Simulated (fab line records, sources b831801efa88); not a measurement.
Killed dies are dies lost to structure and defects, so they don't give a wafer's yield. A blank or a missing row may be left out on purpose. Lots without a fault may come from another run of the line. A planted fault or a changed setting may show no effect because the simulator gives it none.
fab line records | flow sfq_line
record lots=7 wafers=21 last_day=77
route steps=325 shown L0@4 L0V@16 M0@28
lots that met no fault: from a run of the same line without faults
start_h: hours from the record's first day to the start of the lot's first wafer shown | wait_h: hours since the lot's step before | " the same as in the row above | L1.1+2: a row that stands for several wafers | - no value, or no start given | * or withheld: withheld | < > ~ a bound
route shown NAME@n: a module of which the file shows steps, and the number in the route of the first | usual: mean/standard deviation of fault-free wafers | same: alike in all rows | chamber/n: place in a boat | sites: the reading at each site | _std_site: their standard deviation | _edge_site: outer sites' mean less inner sites' | radius_mm: how far each site lies from the wafer's centre | mask NAME#n: copy n | behind: the tool/chamber that last shaped the wafer | hold: why the lot was held/for how many hours/how that ended | device: the transistor (n, p or np) that didn't switch | end of line: the same wafers' tests at the end of the route | a step without rows: its recipe alone | killed: dies lost to structure and defects at the first sort, not the wafer's yield | map: a wafer's dies, x killed, . not, _ none there
set.NAME: the setting as run; set.NAME@STEP: as run at that earlier step | model.NAME: the simulator's own value behind a step, which no gauge read
lots at some steps of the route; a table a step, a row a wafer
services: from which hour (start_h, from the record's first day; less than 0 if before it) a tool's chamber was out of use, for how many hours, and why
## steps
# step SFQ_L0_RS_MEAS_901
# recipe thk_meas_gauge=four-point-probe reads=MoNx_KI_of_TRILAYER_L0_DEP_SPUTTER_003
# usual L0_MONX_KI_RS=43.7/0.62
# columns lot.wafer tool chamber start_h wait_h L0_MONX_KI_RS[ohm/sq]
L946.4 film_metro-02 - 37.62 0.1 44.7
L946.5 " - " " 44.2
L946.6 " - " " 45.0
L950.2 film_metro-04 - 57.58 0.1 42.7
L950.4 " - " " 42.3
L950.5 " - " " 43.0
L951.1 film_metro-04 - 62.56 0.0 43.3
L951.2 " - " " 43.4
L951.4 " - " " 44.0
L956.2 film_metro-03 - 87.66 0.1 43.1
L956.3 " - " " 43.3
L956.6 " - " " 43.8
L958.1 film_metro-02 - 97.56 0.0 44.2
L958.2 " - " " 44.5
L958.4 " - " " 44.1
L960.3 film_metro-02 - 107.60 0.1 43.3
L960.4 " - " " 44.9
L960.6 " - " " 44.7
L964.1 film_metro-03 - 127.56 0.0 44.4
L964.3 " - " " 44.1
L964.4 " - " " 43.5
# step SFQ_L0_THK_MEAS_902
# recipe thk_meas_gauge=xrf reads=MoNx_KI_of_TRILAYER_L0_DEP_SPUTTER_003
# usual L0_MONX_KI_THK=40.5/0.58
# columns lot.wafer tool chamber start_h wait_h L0_MONX_KI_THK[nm]
L946.4 film_metro-02 - 37.71 0.1 39.5
L946.5 " - " " 40.3
L946.6 " - " " 39.6
L950.2 film_metro-04 - 57.69 0.1 41.7
L950.4 " - " " 41.7
L950.5 " - " " 41.5
L951.1 film_metro-04 - 62.68 0.1 41.2
L951.2 " - " " 41.2
L951.4 " - " " 40.4
L956.2 film_metro-03 - 87.77 0.1 40.6
L956.3 " - " " 40.8
L956.6 " - " " 40.4
L958.1 film_metro-02 - 97.68 0.1 40.2
L958.2 " - " " 39.9
L958.4 " - " " 40.3
L960.3 film_metro-02 - 107.70 0.1 40.6
L960.4 " - " " 39.2
L960.6 " - " " 39.5
L964.1 film_metro-03 - 127.68 0.1 39.8
L964.3 " - " " 40.2
L964.4 " - " " 40.5
# step SFQ_TRILAYER_L0_LITHO_COAT_010
# recipe resist=BARC spin_rpm=3000 resist_thk_nm=62
# step SFQ_TRILAYER_L0_LITHO_COAT_005
# recipe resist=KrF spin_rpm=3000 resist_thk_nm=600
# step SFQ_TRILAYER_L0_LITHO_SOFTBAKE_009
# recipe temp_c=withheld time_s=withheld resist=KrF
# step SFQ_TRILAYER_L0_LITHO_EXPOSE_006
# recipe mask_id=L0 na=0.6 source_shape=conventional sigma_outer=0.65 target_cd_nm=2000 dose_mj=14.4
# step SFQ_TRILAYER_L0_LITHO_PEB_008
# recipe peb_temp_c=115 peb_time_s=60 resist=KrF
# step SFQ_TRILAYER_L0_LITHO_DEVELOP_007
# recipe time_s=60 resist=KrF
# step SFQ_TRILAYER_L0_BARC_OPEN_METAL_ETCH_010
# recipe mask_material=PR chemistry=O2 target_depth_nm=125 target=BARC icp_w=600 bias_w=80 pressure_mtorr=10 time_s=41.7
# usual drypump_motor_current_A=5.7/0.41 oes_product_au=0.686/0.0048
# columns lot.wafer tool chamber start_h wait_h drypump_motor_current_A oes_product_au rf_hours_counter_h
L946.4 rie_metal-03 0 80.86 0.1 5.1 0.690 -
L946.5 " 1 " " 5.3 0.685 -
L946.6 " 0 " " 5.1 0.695 -
L950.2 rie_metal-04 0 108.44 0.1 6.0 0.682 103
L950.4 " 0 " " 6.0 0.689 -
L950.5 " 1 " " 5.8 0.688 -
L951.1 rie_metal-03 1 114.44 0.1 5.3 0.684 94
L951.2 " 0 " " 5.1 0.685 104
L951.4 " 1 " " 5.3 0.695 -
L956.2 rie_metal-02 0 140.74 0.1 6.4 0.677 192
L956.3 " 1 " " 5.6 0.682 -
L956.6 " 1 " " 5.6 0.693 -
L958.1 rie_metal-02 0 152.63 0.1 6.3 0.685 195
L958.2 " 1 " " 5.6 0.688 4
L958.4 " 0 " " 6.3 0.681 -
L960.3 rie_metal-04 0 160.62 0.1 6.0 0.680 -
L960.4 " 0 " " 6.0 0.683 -
L960.6 " 0 " " 6.0 0.681 -
L964.1 rie_metal-03 0 183.38 0.1 5.1 0.684 115
L964.3 " 1 " " 5.3 0.687 -
L964.4 " 0 " " 5.1 0.687 -
# step SFQ_TRILAYER_L0_ETCH_METAL_ETCH_008
# recipe target=MoNx_KI stop_on=SiO2 mask_material=PR chemistry=SF6/O2 target_depth_nm=50 icp_w=600 bias_w=80 pressure_mtorr=10 time_s=25
# usual drypump_motor_current_A=5.7/0.41 oes_product_au=0.871/0.0084
# columns lot.wafer tool chamber start_h wait_h drypump_motor_current_A oes_product_au rf_hours_counter_h
L946.4 rie_metal-03 0 80.92 0.0 5.1 0.859 -
L946.5 " 1 " " 5.3 0.877 -
L946.6 " 0 " " 5.1 0.862 -
L950.2 rie_metal-04 0 108.50 0.0 6.0 0.882 103
L950.4 " 0 " " 6.0 0.882 -
L950.5 " 1 " " 5.8 0.878 -
L951.1 rie_metal-03 1 114.50 0.0 5.3 0.871 94
L951.2 " 0 " " 5.1 0.875 104
L951.4 " 1 " " 5.3 0.871 -
L956.2 rie_metal-02 0 140.80 0.0 6.4 0.880 193
L956.3 " 1 " " 5.6 0.878 -
L956.6 " 1 " " 5.6 0.867 -
L958.1 rie_metal-02 0 152.69 0.0 6.3 0.864 195
L958.2 " 1 " " 5.6 0.860 4
L958.4 " 0 " " 6.3 0.861 -
L960.3 rie_metal-04 0 160.73 0.1 6.0 0.879 -
L960.4 " 0 " " 6.0 0.849 -
L960.6 " 0 " " 6.0 0.862 -
L964.1 rie_metal-03 0 183.44 0.0 5.1 0.860 115
L964.3 " 1 " " 5.3 0.867 -
L964.4 " 0 " " 5.1 0.882 -
# step SFQ_TRILAYER_L0_STRIP_STRIP_009
# recipe gas=O2 power_w=200 platen_temp_c=40 overash_fraction=0.65 chemistry=O2 pressure_mtorr=50
# usual drypump_motor_current_A=5.7/0.41 oes_product_au=1.007/0.0085
# columns lot.wafer tool chamber start_h wait_h drypump_motor_current_A oes_product_au rf_hours_counter_h
L946.4 rie_metal-03 0 81.15 0.2 5.1 1.006 -
L946.5 " 1 " " 5.3 1.004 -
L946.6 " 0 " " 5.1 1.012 -
L950.2 rie_metal-04 0 108.55 0.0 6.0 1.011 103
L950.4 " 0 " " 6.0 1.008 -
L950.5 " 1 " " 5.8 0.985 -
L951.1 rie_metal-03 1 114.55 0.0 5.3 1.013 94
L951.2 " 0 " " 5.1 1.016 104
L951.4 " 1 " " 5.3 1.011 -
L956.2 rie_metal-02 0 140.85 0.0 6.3 1.004 193
L956.3 " 1 " " 5.6 0.999 -
L956.6 " 1 " " 5.6 0.999 -
L958.1 rie_metal-02 0 152.73 0.0 6.4 1.000 195
L958.2 " 1 " " 5.6 1.000 4
L958.4 " 0 " " 6.4 0.999 -
L960.3 rie_metal-04 0 161.19 0.4 6.0 1.014 -
L960.4 " 0 " " 6.0 1.015 -
L960.6 " 0 " " 6.0 1.006 -
L964.1 rie_metal-03 0 183.48 0.0 5.1 1.016 115
L964.3 " 1 " " 5.3 1.015 -
L964.4 " 0 " " 5.1 1.015 -
# step SFQ_TRILAYER_L0_STRIP_SOLV_CLEAN_010
# recipe chemistry=NMP temp_c=70 time_s=600
# step SFQ_TRILAYER_L0_CAP_PECVD_011
# recipe material=SiO2 temp_c=150 time_s=13.333 pressure_torr=2.4 rf_w=183.3 precursor=SiH4/N2O target_thk_nm=60
# usual heater_power_w=82/14 throttle_valve_pct=24.7/1.1
# columns lot.wafer tool chamber start_h wait_h heater_power_w throttle_valve_pct
L946.4 pecvd-02 2 81.73 0.0 103 25.7
L946.5 " 1 " " 52 27.0
L946.6 " 0 " " 76 25.9
L950.2 pecvd-01 2 109.50 0.0 85 23.0
L950.4 " 0 " " 71 24.2
L950.5 " 1 " " 81 24.9
L951.1 pecvd-02 0 115.50 0.0 77 26.0
L951.2 " 1 " " 51 26.9
L951.4 " 1 " " 51 26.8
L951.1 pecvd-02 0 115.69 0.2 76 26.0
L951.2 " 1 " " 51 26.9
L951.4 " 1 " " 51 27.1
L956.2 pecvd-02 1 141.64 0.0 52 26.7
L956.3 " 0 " " 77 26.3
L956.6 " 2 " " 104 25.9
L956.2 pecvd-02 1 141.83 0.2 52 27.0
L956.3 " 0 " " 77 25.8
L956.6 " 2 " " 100 25.6
L958.1 pecvd-02 2 153.51 0.0 98 25.9
L958.2 " 1 " " 52 26.9
L958.4 " 2 " " 98 25.9
L960.3 pecvd-01 2 162.16 0.0 89 23.3
L960.4 " 1 " " 85 25.1
L960.6 " 0 " " 70 24.8
L960.3 pecvd-01 2 162.35 0.2 90 23.3
L960.4 " 1 " " 83 25.1
L960.6 " 0 " " 72 24.5
L964.1 pecvd-01 2 184.43 0.0 83 23.3
L964.3 " 1 " " 94 25.2
L964.4 " 1 " " 93 25.0
# step SFQ_TRILAYER_L0_VIA_LITHO_COAT_018
# recipe resist=BARC spin_rpm=3000 resist_thk_nm=62
# step SFQ_TRILAYER_L0_VIA_LITHO_COAT_013
# recipe resist=KrF spin_rpm=3000 resist_thk_nm=650
# step SFQ_TRILAYER_L0_VIA_LITHO_SOFTBAKE_017
# recipe temp_c=withheld time_s=withheld resist=KrF
# step SFQ_TRILAYER_L0_VIA_LITHO_EXPOSE_014
# recipe mask_id=L0V na=0.6 source_shape=conventional sigma_outer=0.65 target_cd_nm=700 dose_mj=21.3
# step SFQ_TRILAYER_L0_VIA_LITHO_PEB_016
# recipe peb_temp_c=115 peb_time_s=60 resist=KrF
# step SFQ_TRILAYER_L0_VIA_LITHO_DEVELOP_015
# recipe time_s=60 resist=KrF
# step SFQ_L0V_OVL_MEAS_903
# usual L0V_OVL=-2/6.1
# columns lot.wafer tool chamber start_h wait_h L0V_OVL[nm]
L946.4 overlay-02 - 130.06 0.1 1
L946.5 " - " " -8
L946.6 " - " " -8
L950.2 overlay-01 - 162.98 0.1 -3
L950.4 " - " " -3
L950.5 " - " " 8
L951.1 overlay-02 - 168.98 0.1 9
L951.2 " - " " 5
L951.4 " - " " 3
L956.2 overlay-01 - 195.38 0.1 -9
L956.3 " - " " -4
L956.6 " - " " -10
L958.1 overlay-02 - 208.58 0.1 -9
L958.2 " - " " 5
L958.4 " - " " 6
L960.3 overlay-01 - 216.99 0.1 -8
L960.4 " - " " -3
L960.6 " - " " 2
L964.1 overlay-01 - 245.78 0.1 -9
L964.3 " - " " -4
L964.4 " - " " -8
# step SFQ_TRILAYER_L0_VIA_BARC_OPEN_VIA_ETCH_021
# recipe mask_material=PR chemistry=O2 target_depth_nm=125 target=BARC source_w=500 bias_w=80 pressure_mtorr=30 time_s=41.7
# usual drypump_motor_current_A=5.86/0.25 oes_product_au=0.685/0.0047
# columns lot.wafer tool chamber start_h wait_h drypump_motor_current_A oes_product_au rf_hours_counter_h
L946.4 rie_diel-02 2 130.08 0.0 6.14 0.688 132
L946.5 " 2 " " 6.13 0.682 -
L946.6 " 3 " " 5.80 0.682 -
L950.2 rie_diel-03 3 163.01 0.0 5.22 0.682 95
L950.4 " 1 " " 6.09 0.686 48
L950.5 " 1 " " 6.09 0.680 -
L951.1 rie_diel-04 1 169.01 0.0 5.80 0.689 100
L951.2 " 3 " " 5.83 0.694 99
L951.4 " 0 " " 5.72 0.686 89
L956.2 rie_diel-03 2 195.41 0.0 5.92 0.689 135
L956.3 " 3 " " 5.22 0.682 95
L956.6 " 3 " " 5.22 0.689 -
L958.1 rie_diel-03 3 208.61 0.0 5.24 0.687 96
L958.2 " 1 " " 6.11 0.686 49
L958.4 " 0 " " 5.94 0.683 120
L960.3 rie_diel-04 1 217.01 0.0 5.83 0.691 101
L960.4 " 3 " " 5.78 0.674 100
L960.6 " 3 " " 5.80 0.680 -
L964.1 rie_diel-02 0 245.81 0.0 6.03 0.680 31
L964.3 " 3 " " 5.78 0.696 133
L964.4 " 3 " " 5.76 0.677 -
# step SFQ_TRILAYER_L0_VIA_ETCH_VIA_ETCH_016
# recipe target=SiO2 stop_on=MoNx_KI mask_material=PR chemistry=CHF3 target_depth_nm=80 source_w=500 bias_w=80 pressure_mtorr=30 time_s=withheld
# usual drypump_motor_current_A=5.86/0.24 oes_product_au=0.844/0.0083
# columns lot.wafer tool chamber start_h wait_h drypump_motor_current_A oes_product_au model.L0V.feature_depth_nm model.etch.depth_nm
L946.4 rie_diel-02 2 130.12 0.0 6.14 0.845 61.11 61.11
L946.5 " 2 " " 6.14 0.858 60.81 60.81
L946.6 " 3 " " 5.80 0.841 59.7 59.7
L950.2 rie_diel-03 3 163.05 0.0 5.24 0.849 60.15 60.15
L950.4 " 1 " " 6.12 0.847 60.24 60.24
L950.5 " 1 " " 6.09 0.849 61.03 61.03
L951.1 rie_diel-04 1 169.05 0.0 5.79 0.992 79.59 79.59
L951.2 " 3 " " 5.84 0.969 76.22 76.22
L951.4 " 0 " " 5.71 1.026 82.32 82.32
L956.2 rie_diel-03 2 195.45 0.0 5.92 0.993 78.97 78.97
L956.3 " 3 " " 5.21 0.992 77.94 77.94
L956.6 " 3 " " 5.24 0.981 78.07 78.07
L958.1 rie_diel-03 3 208.65 0.0 5.23 0.844 60.04 60.04
L958.2 " 1 " " 6.10 0.840 60.15 60.15
L958.4 " 0 " " 5.97 0.856 61 61
L960.3 rie_diel-04 1 217.05 0.0 5.82 0.996 79.55 79.55
L960.4 " 3 " " 5.82 0.995 78.61 78.61
L960.6 " 3 " " 5.83 0.987 77.84 77.84
L964.1 rie_diel-02 0 245.85 0.0 6.01 0.836 59.64 59.64
L964.3 " 3 " " 5.77 0.835 59.72 59.72
L964.4 " 3 " " 5.79 0.834 59.96 59.96
# step SFQ_TRILAYER_L0_VIA_STRIP_STRIP_017
# recipe gas=O2 power_w=200 platen_temp_c=40 overash_fraction=0.65 chemistry=O2 pressure_mtorr=50
# step SFQ_TRILAYER_L0_VIA_STRIP_SOLV_CLEAN_018
# recipe chemistry=NMP temp_c=70 time_s=600
# step SFQ_TRILAYER_M0_DEP_PRE_CLEAN_020
# recipe gas=Ar time_s=15 bias_v=250
# columns lot.wafer tool chamber start_h wait_h model.SiO2_of_TRILAYER_L0_CAP_PECVD_011.thk_nm
L946.4 pvd_sputter-03 - 131.11 0.0 56.11
L946.5 " - " " 55.81
L946.6 " - " " 54.7
L950.2 pvd_sputter-05 - 163.87 0.0 55.15
L950.4 " - " " 55.24
L950.5 " - " " 56.03
L951.1 pvd_sputter-03 - 170.68 0.0 112.8
L951.2 " - " " 114.6
L951.4 " - " " 117.9
L956.2 pvd_sputter-05 - 196.27 0.0 114.4
L956.3 " - " " 112.2
L956.6 " - " " 116.3
L958.1 pvd_sputter-05 - 210.07 0.0 55.04
L958.2 " - " " 55.15
L958.4 " - " " 56
L960.3 pvd_sputter-03 - 218.49 0.0 114.8
L960.4 " - " " 116.2
L960.6 " - " " 117.2
L964.1 pvd_sputter-05 - 246.67 0.0 54.64
L964.3 " - " " 54.72
L964.4 " - " " 54.96
# step SFQ_TRILAYER_M0_DEP_SPUTTER_019
# recipe material=Nb base_pressure_pa=1.33e-06 chamber_pressure_pa=0.1333 substrate_temp_c=20 resputter_cathode_voltage_v=400 target_thk_nm=200 power_w=2000 time_s=133.3
# usual base_pressure_pa=1.33e-06/7.9e-08 throttle_valve_pct=30.0/0.83
# columns lot.wafer tool chamber start_h wait_h base_pressure_pa throttle_valve_pct
L946.4 pvd_sputter-03 - 131.14 0.0 1.46e-06 30.4
L946.5 " - " " 1.31e-06 29.8
L946.6 " - " " 1.32e-06 29.9
L950.2 pvd_sputter-05 - 163.90 0.0 1.4e-06 28.5
L950.4 " - " " 1.24e-06 31.2
L950.5 " - " " 1.37e-06 28.2
L951.1 pvd_sputter-03 - 170.71 0.0 1.16e-06 29.7
L951.2 " - " " 1.31e-06 30.0
L951.4 " - " " 1.3e-06 29.3
L956.2 pvd_sputter-05 - 196.30 0.0 1.24e-06 29.3
L956.3 " - " " 1.35e-06 30.9
L956.6 " - " " 1.41e-06 29.5
L958.1 pvd_sputter-05 - 210.10 0.0 1.2e-06 31.0
L958.2 " - " " 1.27e-06 29.8
L958.4 " - " " 1.44e-06 31.3
L960.3 pvd_sputter-03 - 218.51 0.0 1.38e-06 30.1
L960.4 " - " " 1.31e-06 30.1
L960.6 " - " " 1.35e-06 29.8
L964.1 pvd_sputter-05 - 246.70 0.0 1.31e-06 28.4
L964.3 " - " " 1.32e-06 30.8
L964.4 " - " " 1.23e-06 29.7
## services
# columns tool chamber start_h hours kind
pecvd-01 - 64.80 1.9 repair
pecvd-01 - 73.62 2.8 pm
pecvd-01 - 76.37 28.1 pm
rie_diel-02 2 77.27 1.5 repair
rie_diel-04 1 84.93 4.7 repair
pvd_sputter-03 - 99.33 2.4 repair
rie_diel-02 0 99.95 4.0 repair
pecvd-01 - 110.92 2.9 repair
pecvd-02 1 119.60 6.2 repair
rie_diel-03 1 124.81 1.5 repair
rie_diel-03 3 126.28 4.8 repair
pvd_sputter-05 - 130.04 2.9 repair
rie_diel-03 - 133.67 2.8 pm
pvd_sputter-03 - 135.82 3.9 repair
rie_diel-03 0 136.72 6.3 repair
pecvd-01 2 140.81 5.3 repair
rie_metal-04 1 142.19 118.9 repair
rie_diel-02 - 143.26 0.8 repair
rie_metal-03 - 144.03 2.8 pm
rie_diel-04 3 147.96 15.1 repair
pvd_sputter-05 - 161.31 1.9 repair
pvd_sputter-03 - 174.46 2.0 repair
rie_metal-04 - 196.31 0.7 repair
rie_metal-02 - 231.02 1.4 pm
## key
first_sign step=SFQ_TRILAYER_L0_CAP_PECVD_011 reading=visit direction=added
effect step=SFQ_TRILAYER_L0_VIA_ETCH_VIA_ETCH_016 reading=oes_product_au direction=up sigmas=18 usual=0.844 struck=0.992
model_effect step=SFQ_TRILAYER_L0_VIA_ETCH_VIA_ETCH_016 value=L0V.feature_depth_nm without=60.21 struck=78.79
model_effect step=SFQ_TRILAYER_M0_DEP_PRE_CLEAN_020 value=SiO2_of_TRILAYER_L0_CAP_PECVD_011.thk_nm without=55.21 struck=115.1
met_at SFQ_TRILAYER_L0_CAP_PECVD_011
struck_wafers L951.1,L951.2,L951.4,L956.2,L956.3,L956.6,L960.3,L960.4,L960.6
fault kind=repeated_step_whole tool=pecvd-01,pecvd-02,pecvd-03 chamber=- onset_h=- steps=SFQ_TRILAYER_L0_CAP_PECVD_011 times=1 scope=struck_lots_only
